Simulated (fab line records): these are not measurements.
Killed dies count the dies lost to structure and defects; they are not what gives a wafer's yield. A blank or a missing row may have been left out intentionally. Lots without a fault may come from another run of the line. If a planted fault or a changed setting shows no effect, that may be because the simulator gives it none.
What tool caused it? -- flow gf180mcu -- 13 lots, 39 wafers sampled, at 5 steps of a route of 602

WHAT EACH GAUGE READ, for each wafer
GF_PSD_RS_MEAS_14: uses a four-point probe to measure.
lot,measured,on,NSD_RS (ohm/sq)
L458,day 14 05:23,film_metro-02,46.18 46.16 46.11
L460,day 14 17:08,film_metro-03,46.00 46.04 46.02
L461,day 15 05:49,film_metro-04,46.05 46.07 46.06
L462,day 15 22:44,film_metro-03,46.07 45.94 45.96
L463,day 16 05:49,film_metro-02,45.99 46.18 46.16
L464,day 16 11:40,film_metro-02,46.22 46.18 46.06
L465,day 16 17:37,film_metro-03,46.11 45.99 46.21
L466,day 17 03:22,film_metro-02,46.18 46.16 46.25
L468,day 18 04:47,film_metro-04,46.11 46.01 46.11
L469,day 18 11:32,film_metro-03,46.04 46.14 46.06
L470,day 18 18:01,film_metro-04,46.31 46.24 46.20
L473,day 19 17:52,film_metro-03,47.12 47.31 47.30
L480,day 21 20:49,film_metro-03,46.08 46.20 46.01

GF_CONTACT_THK_MEAS_03.
lot,measured,on,CONTACT_CVD_02_THK (nm)
L458,day 15 02:52,film_metro-01,870 860 857
L460,day 15 16:41,film_metro-02,851 845 859
L461,day 16 04:25,film_metro-02,850 848 847
L462,day 16 22:35,film_metro-04,862 855 864
L463,day 17 04:49,film_metro-04,846 867 858
L464,day 17 12:01,film_metro-01,842 852 849
L465,day 17 17:57,film_metro-02,850 855 867
L466,day 18 04:32,film_metro-01,870 862 882
L468,day 19 06:22,film_metro-01,861 860 864
L469,day 19 12:56,film_metro-01,840 871 852
L470,day 19 20:32,film_metro-02,850 870 861
L473,day 20 19:28,film_metro-01,862 849 870
L480,day 22 21:33,film_metro-04,842 860 870

WHICH TOOL RAN EACH LOT (tool, then ch and the chambers of the sampled wafers, then the start)
lot,GF_POLY_GATE_STRIP_14,GF_NSD_IMPLANT_10,GF_CONTACT_CVD_02
L458,"plasma_asher-04 ch 0,1, day 9 04:17","implanter-02 ch 0, day 13 08:33","pecvd-03 ch 0,1,2, day 15 02:47"
L460,"plasma_asher-01 ch 0,1, day 9 17:37","implanter-03 ch 0, day 13 20:05","pecvd-02 ch 1,2, day 15 16:37"
L461,"plasma_asher-04 ch 0,1, day 10 03:37","implanter-01 ch 0, day 14 08:27","pecvd-02 ch 0,1,2, day 16 04:21"
L462,"plasma_asher-04 ch 0,1, day 10 16:46","implanter-02 ch 0, day 15 00:29","pecvd-04 ch 0,1,2, day 16 22:31"
L463,"plasma_asher-01 ch 0,1, day 10 21:37","implanter-03 ch 0, day 15 07:07","pecvd-02 ch 0,1,2, day 17 04:44"
L464,"plasma_asher-02 ch 0,1, day 11 03:02","implanter-03 ch 0, day 15 12:34","pecvd-02 ch 1,2, day 17 11:56"
L465,"plasma_asher-02 ch 0,1, day 11 08:23","implanter-02 ch 0, day 15 18:46","pecvd-02 ch 0,1, day 17 17:52"
L466,"plasma_asher-02 ch 0,1, day 11 17:50","implanter-02 ch 0, day 16 04:35","pecvd-03 ch 0,1,2, day 18 04:28"
L468,"plasma_asher-01 ch 0,1, day 12 08:05","implanter-01 ch 0, day 17 04:23","pecvd-02 ch 0,1, day 19 06:17"
L469,"plasma_asher-01 ch 0,1, day 12 14:29","implanter-02 ch 0, day 17 11:29","pecvd-02 ch 0,1,2, day 19 12:52"
L470,"plasma_asher-02 ch 0,1, day 12 21:20","implanter-03 ch 0, day 17 17:50","pecvd-03 ch 0,2, day 19 20:28"
L473,"plasma_asher-04 ch 0,1, day 13 19:34","implanter-02 ch 0, day 18 16:35","pecvd-03 ch 1,2, day 20 19:24"
L480,"plasma_asher-04 ch 0,1, day 15 16:50","implanter-01 ch 0, day 20 20:23","pecvd-04 ch 0,1,2, day 22 21:28"
- GF_POLY_GATE_STRIP_14: strips in O2/N2.
- GF_NSD_IMPLANT_10
- GF_CONTACT_CVD_02: deposits SiO2 from TEOS, target thk 860 nm, time 95.992 s.

WHAT THE TOOLS THEMSELVES READ (means of the sampled wafers that have a number; where no wafer has one, the mark that the record gives instead)
GF_POLY_GATE_STRIP_14.
lot,tool,drypump_motor_current_A (A),heater_power_w (W),n2_flow_sccm (sccm),o2_flow_sccm (sccm),oes_product_au (a.u.),platen_temp_c (C)
L458,plasma_asher-04,6.2,375,298.6,3001,0.508,250.20
L460,plasma_asher-01,5.7,294,300.9,2996,0.502,249.93
L461,plasma_asher-04,6.2,371,300.2,2999,0.502,249.95
L462,plasma_asher-04,6.1,370,300.0,3005,0.502,250.08
L463,plasma_asher-01,5.7,294,300.0,2999,0.504,250.03
L464,plasma_asher-02,5.4,364,300.5,2989,0.499,250.21
L465,plasma_asher-02,5.3,362,300.3,3001,0.505,250.01
L466,plasma_asher-02,5.4,364,299.1,2998,0.505,250.03
L468,plasma_asher-01,5.3,281,299.9,3004,0.507,250.07
L469,plasma_asher-01,5.3,282,300.2,2997,0.504,250.16
L470,plasma_asher-02,5.4,362,300.5,2999,0.502,250.01
L473,plasma_asher-04,5.8,363,299.6,3007,0.502,249.92
L480,plasma_asher-04,6.2,370,300.1,3002,0.508,249.96

GF_CONTACT_CVD_02.
lot,tool,heater_power_w (W)
L458,pecvd-03,624
L460,pecvd-02,802
L461,pecvd-02,764
L462,pecvd-04,611
L463,pecvd-02,781
L464,pecvd-02,796
L465,pecvd-02,677
L466,pecvd-03,573
L468,pecvd-02,730
L469,pecvd-02,737
L470,pecvd-03,592
L473,pecvd-03,540
L480,pecvd-04,642

THE ANSWER, worked out from the rows above alone
Rule: the usual values come from the lots themselves. The widest of any qualifying gaps counts: lots, ordered by their means at a reading, are off when they make up no more than a third of the lots, leave a main group of 4 or more, and stand apart from it by 3 or more times the standard deviation of that group's means. Not used: any main group whose means are identical at the precision the tables above print for the reading. A lot without any number at a reading at which 4 lots or more have one is off too. Where the step has rows for the other lots, those lots are counted as sound. After the gauges, taken in route order, come the tools' own readings; for these a lot's mean is taken, as printed above. The first step at which some lot is off is used, and at that step the reading that is off furthest; a lot without a number counts as furthest.
Off: L473, at GF_PSD_RS_MEAS_14 (NSD_RS). For the main group the mean is 46.11 ohm/sq and the standard deviation 0.069.
A tool fits if, at a process step before that reading, it ran every lot that is off, and no sound lot after the first of them. The gauges at GF_PSD_RS_MEAS_14 are tried like those tools. One fits: implanter-02 at GF_NSD_IMPLANT_10. Its last sound lot is L469 (day 17 11:29), its first lot that is off L473 (day 18 16:35): a fault that began between those two fits.

WHAT THE SIMULATOR HAD PUT IN
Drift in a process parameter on implanter-02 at GF_NSD_IMPLANT_10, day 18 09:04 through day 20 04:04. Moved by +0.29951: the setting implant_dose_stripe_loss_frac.
Shown lots that were struck: L473. The rule above found the same.
